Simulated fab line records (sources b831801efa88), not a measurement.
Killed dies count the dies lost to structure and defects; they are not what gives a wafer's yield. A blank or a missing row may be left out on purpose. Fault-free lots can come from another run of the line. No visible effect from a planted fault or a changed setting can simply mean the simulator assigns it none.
The tool behind it: which one? / flow gf180mcu / 13 lots with 39 wafers sampled at 6 steps, on a route of 602 steps

== WHAT THE GAUGES READ, wafer by wafer ==
GF_STI_BOW_MEAS_00. Usual: INCOMING_BOW gives 0 um (standard deviation 6.7).
lot=L322; measured=day 1 15:00; on=film-metro-01; INCOMING_BOW (um)=-4 5 -9; flag=
lot=L323; measured=day 1 20:00; on=film-metro-01; INCOMING_BOW (um)=8 -4 6; flag=
lot=L324; measured=day 2 01:00; on=film-metro-01; INCOMING_BOW (um)=-8 7 -5; flag=
lot=L325; measured=day 2 06:00; on=film-metro-03; INCOMING_BOW (um)=-3 -5 -3; flag=
lot=L326; measured=day 2 11:00; on=film-metro-01; INCOMING_BOW (um)=-1 5 -4; flag=
lot=L328; measured=day 2 21:00; on=film-metro-03; INCOMING_BOW (um)=-1 -2 11; flag=
lot=L329; measured=day 3 02:02; on=film-metro-04; INCOMING_BOW (um)=0 -11 11; flag=
lot=L332; measured=day 3 17:00; on=film-metro-03; INCOMING_BOW (um)=-7 -6 -4; flag=
lot=L333; measured=day 3 22:01; on=film-metro-03; INCOMING_BOW (um)=15 -5 4; flag=
lot=L339; measured=day 5 04:00; on=film-metro-04; INCOMING_BOW (um)=-1 -3 0; flag=
lot=L342; measured=day 5 19:02; on=film-metro-04; INCOMING_BOW (um)=5 7 -2; flag=
lot=L343; measured=day 6 00:00; on=film-metro-01; INCOMING_BOW (um)=-11 -13 5; flag=
lot=L344; measured=day 6 05:00; on=film-metro-03; INCOMING_BOW (um)=10 -1 -4; flag=

GF_STI_THK_MEAS_02. Usual: STI_OXIDATION_THK gives 10.07 nm (standard deviation 0.23).
lot=L322; measured=day 1 16:31; on=film-metro-03; STI_OXIDATION_THK (nm)=9.80 9.85 9.73; flag=
lot=L323; measured=day 1 21:32; on=film-metro-04; STI_OXIDATION_THK (nm)=10.12 10.14 9.97; flag=
lot=L324; measured=day 2 02:31; on=film-metro-01; STI_OXIDATION_THK (nm)=10.01 9.97 10.00; flag=
lot=L325; measured=day 2 08:06; on=film-metro-01; STI_OXIDATION_THK (nm)=9.83 9.94 9.98; flag=
lot=L326; measured=day 2 12:31; on=film-metro-01; STI_OXIDATION_THK (nm)=10.12 10.19 10.02; flag=
lot=L328; measured=day 2 23:10; on=film-metro-03; STI_OXIDATION_THK (nm)=9.77 9.94 10.09; flag=
lot=L329; measured=day 3 03:32; on=film-metro-01; STI_OXIDATION_THK (nm)=9.96 9.76 10.04; flag=
lot=L332; measured=day 3 18:31; on=film-metro-03; STI_OXIDATION_THK (nm)=10.31 10.54 10.46; flag=
lot=L333; measured=day 3 23:32; on=film-metro-01; STI_OXIDATION_THK (nm)=10.11 10.12 10.00; flag=
lot=L339; measured=day 5 05:31; on=film-metro-01; STI_OXIDATION_THK (nm)=10.11 10.01 9.96; flag=
lot=L342; measured=day 5 20:32; on=film-metro-03; STI_OXIDATION_THK (nm)=10.02 10.17 10.32; flag=
lot=L343; measured=day 6 01:53; on=film-metro-01; STI_OXIDATION_THK (nm)=10.10 9.86 9.91; flag=
lot=L344; measured=day 6 06:31; on=film-metro-01; STI_OXIDATION_THK (nm)=10.07 10.39 10.18; flag=

GF_LVPWELL_OVL_MEAS_07. Usual: LVPWELL_OVL gives -0.8 nm (standard deviation 1.4).
lot=L322; measured=day 4 02:07; on=overlay-02; LVPWELL_OVL (nm)=-3.8 -3.7 -4.2; flag=
lot=L323; measured=day 4 05:39; on=overlay-01; LVPWELL_OVL (nm)=0.2 1.5 0.5; flag=
lot=L324; measured=day 4 13:16; on=overlay-02; LVPWELL_OVL (nm)=-1.4 -1.3 -2.0; flag=
lot=L325; measured=day 4 17:28; on=overlay-02; LVPWELL_OVL (nm)=-1.6 -1.0 -1.1; flag=
lot=L326; measured=day 5 04:19; on=overlay-01; LVPWELL_OVL (nm)=0.4 -0.5 0.1; flag=
lot=L328; measured=day 5 13:28; on=overlay-01; LVPWELL_OVL (nm)=-0.4 -1.8 -1.3; flag=
lot=L329; measured=day 5 17:50; on=overlay-02; LVPWELL_OVL (nm)=-1.1 -1.1 -0.5; flag=
lot=L332; measured=day 6 12:34; on=overlay-02; LVPWELL_OVL (nm)=-2.8 -2.5 -1.3; flag=
lot=L333; measured=day 6 18:40; on=overlay-01; LVPWELL_OVL (nm)=-1.7 -0.3 0.5; flag=
lot=L339; measured=day 8 02:25; on=overlay-01; LVPWELL_OVL (nm)=2.1 0.4 1.4; flag=
lot=L342; measured=day 8 19:59; on=overlay-02; LVPWELL_OVL (nm)=-2.2 -1.3 -4.0; flag=
lot=L343; measured=day 9 02:13; on=overlay-02; LVPWELL_OVL (nm)=-0.3 -1.3 0.2; flag=
lot=L344; measured=day 9 07:06; on=overlay-01; LVPWELL_OVL (nm)=0.2 -0.9 1.1; flag=

GF_VT_IMPLANT_RS_MEAS_47: measurement is done with a four-point probe. Usual: NWELL_RS gives 487.4 ohm/sq (standard deviation 1.3).
lot=L322; measured=day 7 21:51; on=film-metro-01; NWELL_RS (ohm/sq)=487.7 487.7 488.8; flag=
lot=L323; measured=day 8 01:07; on=film-metro-01; NWELL_RS (ohm/sq)=486.7 487.8 487.3; flag=
lot=L324; measured=day 8 11:01; on=film-metro-04; NWELL_RS (ohm/sq)=484.2 484.9 485.3; flag=
lot=L325; measured=day 8 15:39; on=film-metro-01; NWELL_RS (ohm/sq)=486.0 485.1 486.2; flag=
lot=L326; measured=day 9 05:17; on=film-metro-01; NWELL_RS (ohm/sq)=486.2 485.8 485.0; flag=
lot=L328; measured=day 9 16:11; on=film-metro-04; NWELL_RS (ohm/sq)=486.0 488.7 487.5; flag=
lot=L329; measured=day 9 20:34; on=film-metro-02; NWELL_RS (ohm/sq)=489.5 489.5 488.6; flag=
lot=L332; measured=day 10 19:33; on=film-metro-04; NWELL_RS (ohm/sq)=478.2 478.6 478.9 479.9 478.4 477.8; flag=OFF
lot=L333; measured=day 11 03:59; on=film-metro-04; NWELL_RS (ohm/sq)=477.7 479.5 478.3 479.5 479.2 478.2; flag=OFF
lot=L339; measured=day 12 16:33; on=film-metro-02; NWELL_RS (ohm/sq)=485.9 485.3 486.1; flag=
lot=L342; measured=day 13 14:59; on=film-metro-02; NWELL_RS (ohm/sq)=486.9 487.9 487.4; flag=
lot=L343; measured=day 13 22:05; on=film-metro-02; NWELL_RS (ohm/sq)=486.2 486.5 486.1; flag=
lot=L344; measured=day 14 02:14; on=film-metro-01; NWELL_RS (ohm/sq)=487.6 488.8 487.7; flag=

GF_VT_IMPLANT_RS_MEAS_48: measurement is done with a four-point probe. Usual: LVPWELL_RS gives 1192 ohm/sq (standard deviation 3).
lot=L322; measured=day 7 21:58; on=film-metro-01; LVPWELL_RS (ohm/sq)=1194 1190 1196; flag=
lot=L323; measured=day 8 01:14; on=film-metro-01; LVPWELL_RS (ohm/sq)=1197 1195 1192; flag=
lot=L324; measured=day 8 11:08; on=film-metro-04; LVPWELL_RS (ohm/sq)=1195 1191 1199; flag=
lot=L325; measured=day 8 15:46; on=film-metro-01; LVPWELL_RS (ohm/sq)=1199 1194 1196; flag=
lot=L326; measured=day 9 05:25; on=film-metro-01; LVPWELL_RS (ohm/sq)=1192 1188 1192; flag=
lot=L328; measured=day 9 16:19; on=film-metro-04; LVPWELL_RS (ohm/sq)=1190 1190 1189; flag=
lot=L329; measured=day 9 20:41; on=film-metro-02; LVPWELL_RS (ohm/sq)=1192 1195 1192; flag=
lot=L332; measured=day 10 22:13; on=film-metro-04; LVPWELL_RS (ohm/sq)=1191 1193 1192; flag=
lot=L333; measured=day 11 09:14; on=film-metro-04; LVPWELL_RS (ohm/sq)=1190 1185 1190; flag=
lot=L339; measured=day 12 16:40; on=film-metro-02; LVPWELL_RS (ohm/sq)=1192 1192 1194; flag=
lot=L342; measured=day 13 15:07; on=film-metro-02; LVPWELL_RS (ohm/sq)=1196 1192 1193; flag=
lot=L343; measured=day 13 22:13; on=film-metro-02; LVPWELL_RS (ohm/sq)=1192 1190 1195; flag=
lot=L344; measured=day 14 02:22; on=film-metro-01; LVPWELL_RS (ohm/sq)=1194 1195 1197; flag=

== EACH LOT AND THE TOOL THAT RAN IT (in order: tool; ch and the chambers of the sampled wafers; start) ==
lot=L322; GF_NWELL_IMPLANT_08=implanter-04 ch 0, day 3 12:32
lot=L323; GF_NWELL_IMPLANT_08=implanter-03 ch 0, day 3 15:49
lot=L324; GF_NWELL_IMPLANT_08=implanter-03 ch 0, day 3 23:13
lot=L325; GF_NWELL_IMPLANT_08=implanter-04 ch 0, day 4 03:50
lot=L326; GF_NWELL_IMPLANT_08=implanter-02 ch 0, day 4 13:58
lot=L328; GF_NWELL_IMPLANT_08=implanter-04 ch 0, day 4 21:46
lot=L329; GF_NWELL_IMPLANT_08=implanter-02 ch 0, day 5 02:34
lot=L332; GF_NWELL_IMPLANT_08=implanter-04 ch 0, day 5 21:08
lot=L333; GF_NWELL_IMPLANT_08=implanter-04 ch 0, day 6 03:23
lot=L339; GF_NWELL_IMPLANT_08=implanter-02 ch 0, day 7 10:02
lot=L342; GF_NWELL_IMPLANT_08=implanter-03 ch 0, day 8 02:52
lot=L343; GF_NWELL_IMPLANT_08=implanter-02 ch 0, day 8 10:05
lot=L344; GF_NWELL_IMPLANT_08=implanter-03 ch 0, day 8 14:28
- GF_NWELL_IMPLANT_08

== WHAT THE TOOLS THEMSELVES READ (means of the sampled wafers that have a number; where no wafer has one, the mark that the record gives instead) ==
GF_NWELL_IMPLANT_08. Usual: beam-energy-keV 450.00, standard deviation 0.16; faraday-current-uA 84.6, standard deviation 1.7; tilt-deg 0.004 degrees, standard deviation 0.021.
lot=L322; tool=implanter-04; beam-energy-keV=449.93; faraday-current-uA=85.0; tilt-deg (degrees)=0.014; flag=
lot=L323; tool=implanter-03; beam-energy-keV=449.87; faraday-current-uA=85.0; tilt-deg (degrees)=0.014; flag=
lot=L324; tool=implanter-03; beam-energy-keV=450.03; faraday-current-uA=86.0; tilt-deg (degrees)=-0.004; flag=
lot=L325; tool=implanter-04; beam-energy-keV=449.88; faraday-current-uA=84.6; tilt-deg (degrees)=-0.006; flag=
lot=L326; tool=implanter-02; beam-energy-keV=450.00; faraday-current-uA=85.9; tilt-deg (degrees)=0.016; flag=
lot=L328; tool=implanter-04; beam-energy-keV=449.97; faraday-current-uA=85.5; tilt-deg (degrees)=-0.004; flag=
lot=L329; tool=implanter-02; beam-energy-keV=450.05; faraday-current-uA=84.1; tilt-deg (degrees)=0.007; flag=
lot=L332; tool=implanter-04; beam-energy-keV=494.45; faraday-current-uA=85.1; tilt-deg (degrees)=-0.012; flag=OFF
lot=L333; tool=implanter-04; beam-energy-keV=494.55; faraday-current-uA=83.8; tilt-deg (degrees)=0.008; flag=OFF
lot=L339; tool=implanter-02; beam-energy-keV=450.08; faraday-current-uA=84.2; tilt-deg (degrees)=-0.034; flag=
lot=L342; tool=implanter-03; beam-energy-keV=450.20; faraday-current-uA=85.3; tilt-deg (degrees)=0.019; flag=
lot=L343; tool=implanter-02; beam-energy-keV=450.07; faraday-current-uA=84.6; tilt-deg (degrees)=0.011; flag=
lot=L344; tool=implanter-03; beam-energy-keV=449.81; faraday-current-uA=84.5; tilt-deg (degrees)=0.006; flag=

== THE ANSWER, worked out from the rows above alone ==
Rule: lot off if the mean of its wafers having a number is beyond 3 standard deviations from the usual mean. A lot without any number at a reading at which 4 lots or more have one is off too. The other lots that the step has rows for count as sound. First the gauges in route order, then the tools' own readings, where a lot's mean is used as printed above. The first step at which some lot is off is used, and at that step the reading that is off furthest; a lot without a number counts as furthest.
Off: L332, L333, seen at GF_VT_IMPLANT_RS_MEAS_47 (NWELL_RS).
If a tool, at a process step before that reading, ran all the lots that are off and no sound lot after the first of them, it fits. The gauges at GF_VT_IMPLANT_RS_MEAS_47 aren't tried: what is off there is off at GF_NWELL_IMPLANT_08 too, on other tools, and a gauge's error can't cause that. One fits: GF_NWELL_IMPLANT_08 on implanter-04. A fault onset in the window from L328 (day 4 21:46, its last sound lot) to L332 (day 5 21:08, its first lot off) fits.
The tool's own readings at GF_NWELL_IMPLANT_08 bear it out: on the lots that are off they differ by more than 5 times the standard deviation of the sound lots' means. beam-energy-keV reads 494.50 there against 449.99 on the sound lots.

== WHAT THE SIMULATOR HAD PUT IN ==
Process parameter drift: implanter-04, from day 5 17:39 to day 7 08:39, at GF_NWELL_IMPLANT_08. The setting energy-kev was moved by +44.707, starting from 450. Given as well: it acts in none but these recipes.
Lots struck among those shown: L332, L333. The rule given above showed the same thing.
